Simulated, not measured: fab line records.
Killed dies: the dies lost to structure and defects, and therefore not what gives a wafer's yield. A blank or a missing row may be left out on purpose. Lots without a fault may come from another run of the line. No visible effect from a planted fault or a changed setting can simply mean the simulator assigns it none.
The tool behind it: which one? :: flow sfq line :: 39 wafers from 13 lots sampled at 4 of the route's 325 steps

WHAT THE GAUGES READ, wafer by wafer
SFQ_JJ_OVL_MEAS_931. Usual: J5_OVL 2 nm, standard deviation 4.8.
lot: L195
measured: day 50 16:52
on: overlay-01
J5_OVL (nm): 10 11 3
flag: 

lot: L196
measured: day 50 22:40
on: overlay-01
J5_OVL (nm): -3 0 0
flag: 

lot: L197
measured: day 51 04:49
on: overlay-02
J5_OVL (nm): -4 -3 -6
flag: 

lot: L199
measured: day 51 22:49
on: overlay-01
J5_OVL (nm): 4 3 11
flag: 

lot: L201
measured: day 52 03:37
on: overlay-01
J5_OVL (nm): 1 -1 1
flag: 

lot: L202
measured: day 52 15:37
on: overlay-01
J5_OVL (nm): 3 -1 6
flag: 

lot: L205
measured: day 54 19:38
on: overlay-02
J5_OVL (nm): 0 5 0
flag: 

lot: L206
measured: day 55 09:49
on: overlay-02
J5_OVL (nm): 1 2 2
flag: 

lot: L207
measured: day 55 15:58
on: overlay-01
J5_OVL (nm): 4 6 4
flag: 

lot: L210
measured: day 56 18:59
on: overlay-01
J5_OVL (nm): -5 0 6
flag: 

lot: L211
measured: day 56 22:44
on: overlay-01
J5_OVL (nm): -1 1 5
flag: 

lot: L214
measured: day 58 06:40
on: overlay-02
J5_OVL (nm): -2 -1 -1
flag: 

lot: L218
measured: day 64 15:40
on: overlay-01
J5_OVL (nm): 13 7 7
flag: 

EACH LOT AND THE TOOL THAT RAN IT (in order: tool; ch and the chambers of the sampled wafers; start)
lot: L195
SFQ_TRILAYER_M4_STRIP_STRIP_097: rie metal-01 ch 0,1, day 44 16:37
SFQ_TRILAYER_I4_METRO_MEASURE_101: film metro-02, day 45 00:44
SFQ_TRILAYER_JJ_TRILAYER_DEP_SPUTTER_109: pvd sputter-03, day 45 05:29

lot: L196
SFQ_TRILAYER_M4_STRIP_STRIP_097: rie metal-03 ch 1, day 45 00:59
SFQ_TRILAYER_I4_METRO_MEASURE_101: film metro-02, day 45 10:56
SFQ_TRILAYER_JJ_TRILAYER_DEP_SPUTTER_109: pvd sputter-05, day 45 16:04

lot: L197
SFQ_TRILAYER_M4_STRIP_STRIP_097: rie metal-03 ch 0,1, day 50 12:17
SFQ_TRILAYER_I4_METRO_MEASURE_101: film metro-01, day 50 18:40
SFQ_TRILAYER_JJ_TRILAYER_DEP_SPUTTER_109: pvd sputter-05, day 51 00:52

lot: L199
SFQ_TRILAYER_M4_STRIP_STRIP_097: rie metal-04 ch 0,1, day 51 04:56
SFQ_TRILAYER_I4_METRO_MEASURE_101: film metro-02, day 51 09:28
SFQ_TRILAYER_JJ_TRILAYER_DEP_SPUTTER_109: pvd sputter-03, day 51 13:54

lot: L201
SFQ_TRILAYER_M4_STRIP_STRIP_097: rie metal-01 ch 0,1, day 51 09:44
SFQ_TRILAYER_I4_METRO_MEASURE_101: film metro-02, day 51 13:54
SFQ_TRILAYER_JJ_TRILAYER_DEP_SPUTTER_109: pvd sputter-04, day 51 22:37

lot: L202
SFQ_TRILAYER_M4_STRIP_STRIP_097: rie metal-04 ch 0,1, day 51 18:27
SFQ_TRILAYER_I4_METRO_MEASURE_101: film metro-01, day 52 01:25
SFQ_TRILAYER_JJ_TRILAYER_DEP_SPUTTER_109: pvd sputter-05, day 52 10:37

lot: L205
SFQ_TRILAYER_M4_STRIP_STRIP_097: rie metal-01 ch 0,1, day 54 05:58
SFQ_TRILAYER_I4_METRO_MEASURE_101: film metro-03, day 54 09:56
SFQ_TRILAYER_JJ_TRILAYER_DEP_SPUTTER_109: pvd sputter-04, day 54 14:36

lot: L206
SFQ_TRILAYER_M4_STRIP_STRIP_097: rie metal-01 ch 0,1, day 54 21:39
SFQ_TRILAYER_I4_METRO_MEASURE_101: film metro-03, day 55 01:50
SFQ_TRILAYER_JJ_TRILAYER_DEP_SPUTTER_109: pvd sputter-04, day 55 06:12

lot: L207
SFQ_TRILAYER_M4_STRIP_STRIP_097: rie metal-01 ch 0,1, day 55 01:15
SFQ_TRILAYER_I4_METRO_MEASURE_101: film metro-01, day 55 07:50
SFQ_TRILAYER_JJ_TRILAYER_DEP_SPUTTER_109: pvd sputter-04, day 55 12:04

lot: L210
SFQ_TRILAYER_M4_STRIP_STRIP_097: rie metal-01 ch 0,1, day 56 06:15
SFQ_TRILAYER_I4_METRO_MEASURE_101: film metro-01, day 56 11:02
SFQ_TRILAYER_JJ_TRILAYER_DEP_SPUTTER_109: pvd sputter-03, day 56 15:04

lot: L211
SFQ_TRILAYER_M4_STRIP_STRIP_097: rie metal-04 ch 0,1, day 56 09:39
SFQ_TRILAYER_I4_METRO_MEASURE_101: film metro-03, day 56 13:48
SFQ_TRILAYER_JJ_TRILAYER_DEP_SPUTTER_109: pvd sputter-04, day 56 18:46

lot: L214
SFQ_TRILAYER_M4_STRIP_STRIP_097: rie metal-03 ch 0,1, day 57 15:47
SFQ_TRILAYER_I4_METRO_MEASURE_101: film metro-02, day 57 22:02
SFQ_TRILAYER_JJ_TRILAYER_DEP_SPUTTER_109: pvd sputter-05, day 58 02:28

lot: L218
SFQ_TRILAYER_M4_STRIP_STRIP_097: rie metal-04 ch 0,1, day 58 19:55
SFQ_TRILAYER_I4_METRO_MEASURE_101: film metro-03, day 58 23:54
SFQ_TRILAYER_JJ_TRILAYER_DEP_SPUTTER_109: pvd sputter-03, day 64 11:57
- SFQ_TRILAYER_M4_STRIP_STRIP_097: strips in O2.
- SFQ_TRILAYER_I4_METRO_MEASURE_101
- SFQ_TRILAYER_JJ_TRILAYER_DEP_SPUTTER_109: material Nb, target thk 150 nm, time 100 s.

WHAT THE TOOLS THEMSELVES READ (means of the sampled wafers that have a number; where no wafer has one, the mark that the record gives instead)
SFQ_TRILAYER_M4_STRIP_STRIP_097. Usual: drypump motor current A 5.9 A, standard deviation 0.42; oes product au 1.000 a.u., standard deviation 0.0085.
lot: L195
tool: rie metal-01
drypump motor current A (A): 6.3
oes product au (a.u.): 0.999
flag: 

lot: L196
tool: rie metal-03
drypump motor current A (A): 6.0
oes product au (a.u.): 0.996
flag: 

lot: L197
tool: rie metal-03
drypump motor current A (A): 6.1
oes product au (a.u.): 1.009
flag: 

lot: L199
tool: rie metal-04
drypump motor current A (A): 5.6
oes product au (a.u.): 1.005
flag: 

lot: L201
tool: rie metal-01
drypump motor current A (A): 6.1
oes product au (a.u.): 1.001
flag: 

lot: L202
tool: rie metal-04
drypump motor current A (A): 5.3
oes product au (a.u.): 0.997
flag: 

lot: L205
tool: rie metal-01
drypump motor current A (A): 6.3
oes product au (a.u.): 0.991
flag: 

lot: L206
tool: rie metal-01
drypump motor current A (A): 6.1
oes product au (a.u.): 0.985
flag: 

lot: L207
tool: rie metal-01
drypump motor current A (A): 6.1
oes product au (a.u.): 0.995
flag: 

lot: L210
tool: rie metal-01
drypump motor current A (A): 6.1
oes product au (a.u.): 0.999
flag: 

lot: L211
tool: rie metal-04
drypump motor current A (A): 5.6
oes product au (a.u.): 1.003
flag: 

lot: L214
tool: rie metal-03
drypump motor current A (A): 6.0
oes product au (a.u.): 1.011
flag: 

lot: L218
tool: rie metal-04
drypump motor current A (A): 5.3
oes product au (a.u.): 0.997
flag: 

SFQ_TRILAYER_I4_METRO_MEASURE_101. Usual: thk nm 200.2 nm, standard deviation 0.82.
lot: L195
tool: film metro-02
thk nm (nm): 200.3
flag: 

lot: L196
tool: film metro-02
thk nm (nm): 200.2
flag: 

lot: L197
tool: film metro-01
thk nm (nm): 199.9
flag: 

lot: L199
tool: film metro-02
thk nm (nm): 199.4
flag: 

lot: L201
tool: film metro-02
thk nm (nm): 199.5
flag: 

lot: L202
tool: film metro-01
thk nm (nm): 201.1
flag: 

lot: L205
tool: film metro-03
thk nm (nm): 200.0
flag: 

lot: L206
tool: film metro-03
thk nm (nm): 200.2
flag: 

lot: L207
tool: film metro-01
thk nm (nm): 200.2
flag: 

lot: L210
tool: film metro-01
thk nm (nm): 199.9
flag: 

lot: L211
tool: film metro-03
thk nm (nm): 201.1
flag: 

lot: L214
tool: film metro-02
thk nm (nm): 200.5
flag: 

lot: L218
tool: film metro-03
thk nm (nm): 199.5
flag: 

SFQ_TRILAYER_JJ_TRILAYER_DEP_SPUTTER_109. Usual: cathode dc power W 2000.0 W, standard deviation 0.36; throttle valve pct 30.2 %, standard deviation 1.1.
lot: L195
tool: pvd sputter-03
cathode dc power W (W): 2000.3
throttle valve pct (%): 30.1
flag: 

lot: L196
tool: pvd sputter-05
cathode dc power W (W): 2000.1
throttle valve pct (%): 30.5
flag: 

lot: L197
tool: pvd sputter-05
cathode dc power W (W): 2000.5
throttle valve pct (%): 30.5
flag: 

lot: L199
tool: pvd sputter-03
cathode dc power W (W): 2000.0
throttle valve pct (%): 29.8
flag: 

lot: L201
tool: pvd sputter-04
cathode dc power W (W): 1999.9
throttle valve pct (%): 30.5
flag: 

lot: L202
tool: pvd sputter-05
cathode dc power W (W): 2000.3
throttle valve pct (%): 30.2
flag: 

lot: L205
tool: pvd sputter-04
cathode dc power W (W): 2000.0
throttle valve pct (%): 30.6
flag: 

lot: L206
tool: pvd sputter-04
cathode dc power W (W): 2000.1
throttle valve pct (%): 30.5
flag: 

lot: L207
tool: pvd sputter-04
cathode dc power W (W): 2000.0
throttle valve pct (%): 30.4
flag: 

lot: L210
tool: pvd sputter-03
cathode dc power W (W): 2000.2
throttle valve pct (%): 28.5
flag: 

lot: L211
tool: pvd sputter-04
cathode dc power W (W): 2039.4
throttle valve pct (%): 30.1
flag: OFF

lot: L214
tool: pvd sputter-05
cathode dc power W (W): 1999.8
throttle valve pct (%): 30.2
flag: 

lot: L218
tool: pvd sputter-03
cathode dc power W (W): 1999.9
throttle valve pct (%): 28.6
flag: 

THE ANSWER, worked out from the rows above alone
Rule: a lot counts as off when the mean over its wafers that have a number is more than 3 standard deviations away from the usual mean. Also off: a lot with no number at a reading for which 4 or more lots have one. Where the step has rows for the other lots, those lots are counted as sound. Order of review: gauges by route order, followed by the tools' own readings, for which a lot's mean as printed above is used. The first step at which some lot is off is used, and at that step the reading that is off furthest; a lot without a number counts as furthest.
Off: L211, at SFQ_TRILAYER_JJ_TRILAYER_DEP_SPUTTER_109 (cathode dc power W).
If a tool, at that step or one of the process steps before it, ran each lot that is off and ran no sound lot following the first of them, it fits. One candidate fits, namely pvd sputter-04 at SFQ_TRILAYER_JJ_TRILAYER_DEP_SPUTTER_109. A fault onset in the window from L207 (day 55 12:04, its last sound lot) to L211 (day 56 18:46, its first lot off) fits.
On the lots that are off, the tool's own readings at SFQ_TRILAYER_JJ_TRILAYER_DEP_SPUTTER_109 differ by more than 5 times the standard deviation of the sound lots' means, which bears it out; cathode dc power W reads 2039.4 W there versus 2000.1 W on the sound lots.

WHAT HAD BEEN PUT IN BY THE SIMULATOR
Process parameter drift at SFQ_TRILAYER_JJ_TRILAYER_DEP_SPUTTER_109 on pvd sputter-04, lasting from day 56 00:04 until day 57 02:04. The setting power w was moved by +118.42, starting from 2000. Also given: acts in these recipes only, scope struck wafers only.
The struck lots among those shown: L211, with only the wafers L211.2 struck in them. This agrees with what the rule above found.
